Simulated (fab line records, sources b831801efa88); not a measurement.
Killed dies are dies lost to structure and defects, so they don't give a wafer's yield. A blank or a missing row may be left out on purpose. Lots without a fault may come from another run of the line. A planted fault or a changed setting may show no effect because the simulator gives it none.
A struck lot beside a sound one | flow sfq_line | 42 steps out of a route of 325
Sound: wafers L834.2, L834.4, L834.6. Struck: wafer L843.3. (L843.5 of the same lot was not struck and is left out.) The cause comes at the end.
At each step with rows: each side's tool, then ch and its chambers, then its first start. Under that, the readings that differ: sound wafers | struck wafers | difference of the means | sigmas: that difference in standard deviations of wafers without a fault.
alike: readings whose means differ by less than 2 such deviations, and words and numbers that are the same on both sides. not compared: withheld readings, readings that some wafer has no value for, bounds like >300 that may hide the same value, and numbers for which the record gives no deviation and whose values overlap.
The two part at a step that has a row with sigmas, a row that says differs or no value, or rows on one side only. Numbers that don't overlap but have no deviation are shown without sigmas and don't part them. A reading that every wafer of one side lacks parts them only if that side has two wafers or more.

first, 6 steps without rows for these wafers: SFQ_TRILAYER_I6_VIA_LITHO_COAT_174 (resist thk 62 nm); SFQ_TRILAYER_I6_VIA_LITHO_COAT_169 (resist thk 650 nm); SFQ_TRILAYER_I6_VIA_LITHO_SOFTBAKE_173; SFQ_TRILAYER_I6_VIA_LITHO_EXPOSE_170 (exposes mask I6, target cd 700 nm); SFQ_TRILAYER_I6_VIA_LITHO_PEB_172 (peb time 60 s); SFQ_TRILAYER_I6_VIA_LITHO_DEVELOP_171 (time 60 s).
SFQ_I6_OVL_MEAS_942:
  sound on overlay-01, day 73 23:55; struck on overlay-01, day 77 01:54
  reading     | sound  | struck | difference | sigmas
  I6_OVL (nm) | 5 4 12 | -10    | -17        | -3
SFQ_TRILAYER_I6_VIA_BARC_OPEN_VIA_ETCH_235: etches BARC in O2, target depth 125 nm, time 41.7 s.
  sound on rie_diel-01 ch 1,2, day 73 23:56; struck on rie_diel-03 ch 0, day 77 01:56
  alike: drypump_motor_current_A, oes_product_au
  not compared: rf_hours_counter_h
SFQ_TRILAYER_I6_VIA_ETCH_VIA_ETCH_172: etches SiO2 in CHF3, stops on Nb, target depth 260 nm.
  sound on rie_diel-01 ch 1,2, day 73 23:59; struck on rie_diel-03 ch 0, day 77 01:58
  alike: drypump_motor_current_A, oes_product_au
SFQ_TRILAYER_I6_VIA_STRIP_STRIP_173: strips in O2.
  sound on rie_metal-02 ch 0,1, day 74 00:05; struck on rie_metal-02 ch 1, day 77 02:29
  alike: drypump_motor_current_A, oes_product_au
  not compared: rf_hours_counter_h
then, 2 steps without rows for these wafers: SFQ_TRILAYER_I6_VIA_STRIP_SOLV_CLEAN_174 (cleans in NMP, time 600 s); SFQ_TRILAYER_M7_DEP_PRE_CLEAN_176 (time 22.5 s).
SFQ_TRILAYER_M7_DEP_SPUTTER_175: material Nb, target thk 200 nm, time 133.3 s.
  sound on pvd_sputter-05, day 74 00:53; struck on pvd_sputter-04, day 77 03:29
  reading                                             | sound             | struck | difference | sigmas
  model.Nb_of_TRILAYER_M7_DEP_SPUTTER_175.thk_nm (nm) | 197.4 198.4 203.1 | 217.8  | +18.2      |
  alike: throttle_valve_pct
SFQ_M7_RS_MEAS_943: measures by four-point-probe.
  sound on film_metro-03, day 74 01:00; struck on film_metro-03, day 77 03:37
  reading           | sound             | struck | difference | sigmas
  M7_NB_RS (ohm/sq) | 0.903 0.895 0.876 | 0.817  | -0.074     | -6
then, 6 steps without rows for these wafers: SFQ_TRILAYER_M7_LITHO_COAT_182 (resist thk 62 nm); SFQ_TRILAYER_M7_LITHO_COAT_177 (resist thk 600 nm); SFQ_TRILAYER_M7_LITHO_SOFTBAKE_181; SFQ_TRILAYER_M7_LITHO_EXPOSE_178 (exposes mask M7, target cd 500 nm); SFQ_TRILAYER_M7_LITHO_PEB_180 (peb time 60 s); SFQ_TRILAYER_M7_LITHO_DEVELOP_179 (time 60 s).
SFQ_M7_OVL_MEAS_945:
  sound on overlay-02, day 77 02:30; struck on overlay-02, day 78 08:31
  reading     | sound | struck | difference | sigmas
  M7_OVL (nm) | 0 1 0 | -10    | -10        | -2
SFQ_TRILAYER_M7_BARC_OPEN_METAL_ETCH_229: etches BARC in O2, target depth 125 nm, time 41.7 s.
  sound on rie_metal-04 ch 0,1, day 77 02:32; struck on rie_metal-04 ch 0, day 78 08:33
  reading               | sound             | struck | difference | sigmas
  oes_product_au (a.u.) | 0.668 0.683 0.682 | 0.691  | +0.013     | +3
  alike: drypump_motor_current_A
  not compared: rf_hours_counter_h
SFQ_TRILAYER_M7_ETCH_METAL_ETCH_180: etches Nb in Cl2/Ar, stops on SiO2, target depth 240 nm, time 120 s.
  sound on rie_metal-04 ch 0,1, day 77 02:35; struck on rie_metal-04 ch 0, day 78 08:38
  reading               | sound             | struck | difference | sigmas
  oes_product_au (a.u.) | 0.892 0.892 0.898 | 0.942  | +0.048     | +6
  alike: drypump_motor_current_A
  not compared: rf_hours_counter_h
then, 4 steps without rows for these wafers: SFQ_TRILAYER_M7_STRIP_STRIP_181 (strips in O2); SFQ_TRILAYER_M7_STRIP_SOLV_CLEAN_182 (cleans in NMP, time 600 s); SFQ_TRILAYER_I7_DEP_PECVD_183 (deposits SiO2 from SiH4/N2O, time 111.11 s, target thk 500 nm); SFQ_TRILAYER_I7_CMP_CMP_184 (polishes SiO2).
SFQ_I7_BOW_MEAS_946:
  sound on film_metro-02, day 77 08:00; struck on film_metro-02, day 78 23:29
  alike: I7_BOW
SFQ_TRILAYER_I7_METRO_MEASURE_185:
  sound on film_metro-02, day 77 08:18; struck on film_metro-02, day 78 23:58
  alike: thk_nm
then, 6 steps without rows for these wafers: SFQ_TRILAYER_I7_VIA_LITHO_COAT_192 (resist thk 62 nm); SFQ_TRILAYER_I7_VIA_LITHO_COAT_187 (resist thk 650 nm); SFQ_TRILAYER_I7_VIA_LITHO_SOFTBAKE_191; SFQ_TRILAYER_I7_VIA_LITHO_EXPOSE_188 (exposes mask I7, target cd 1000 nm); SFQ_TRILAYER_I7_VIA_LITHO_PEB_190 (peb time 60 s); SFQ_TRILAYER_I7_VIA_LITHO_DEVELOP_189 (time 60 s).
-- the record jumps here: 3 days lie between the struck wafers' starts before and after --
SFQ_I7_OVL_MEAS_947:
  sound on overlay-01, day 80 01:42; struck on overlay-01, day 82 05:19
  alike: I7_OVL
then, 5 steps without rows for these wafers: SFQ_TRILAYER_I7_VIA_BARC_OPEN_VIA_ETCH_260 (etches BARC in O2, target depth 125 nm, time 41.7 s); SFQ_TRILAYER_I7_VIA_ETCH_VIA_ETCH_190 (etches SiO2 in CHF3, stops on Nb, target depth 260 nm); SFQ_TRILAYER_I7_VIA_STRIP_STRIP_191 (strips in O2); SFQ_TRILAYER_I7_VIA_STRIP_SOLV_CLEAN_192 (cleans in NMP, time 600 s); SFQ_TRILAYER_M8_LITHO_LOR_COAT_197.
-- the record jumps here: 3 days lie between the struck wafers' starts before and after --
SFQ_M8_BOW_MEAS_951:
  sound on film_metro-04, day 80 07:47; struck on film_metro-01, day 85 06:40
  reading                 | sound                | struck | difference | sigmas
  model.etest.m7.ohm_um   | 1.785 1.784 1.736    | 1.626  | -0.142     |
  model.etest.i6.link_ohm | 1.879 1.869 1.841    | 1.793  | -0.070     |
  model.etest.i7.link_ohm | 1.063 1.059 1.035    | 0.9761 | -0.0762    |
  model.etest.m7.ohm_sq   | 0.9015 0.8968 0.8759 | 0.8167 | -0.0747    |
  alike: M8_BOW

WHERE THEY PART
First at SFQ_I6_OVL_MEAS_942; last, within this record, at SFQ_TRILAYER_M7_ETCH_METAL_ETCH_180. Later steps at which nothing parts them and some readings are alike: SFQ_I7_BOW_MEAS_946, SFQ_TRILAYER_I7_METRO_MEASURE_185, SFQ_I7_OVL_MEAS_947, SFQ_M8_BOW_MEAS_951.

WHY: what the simulator had put in
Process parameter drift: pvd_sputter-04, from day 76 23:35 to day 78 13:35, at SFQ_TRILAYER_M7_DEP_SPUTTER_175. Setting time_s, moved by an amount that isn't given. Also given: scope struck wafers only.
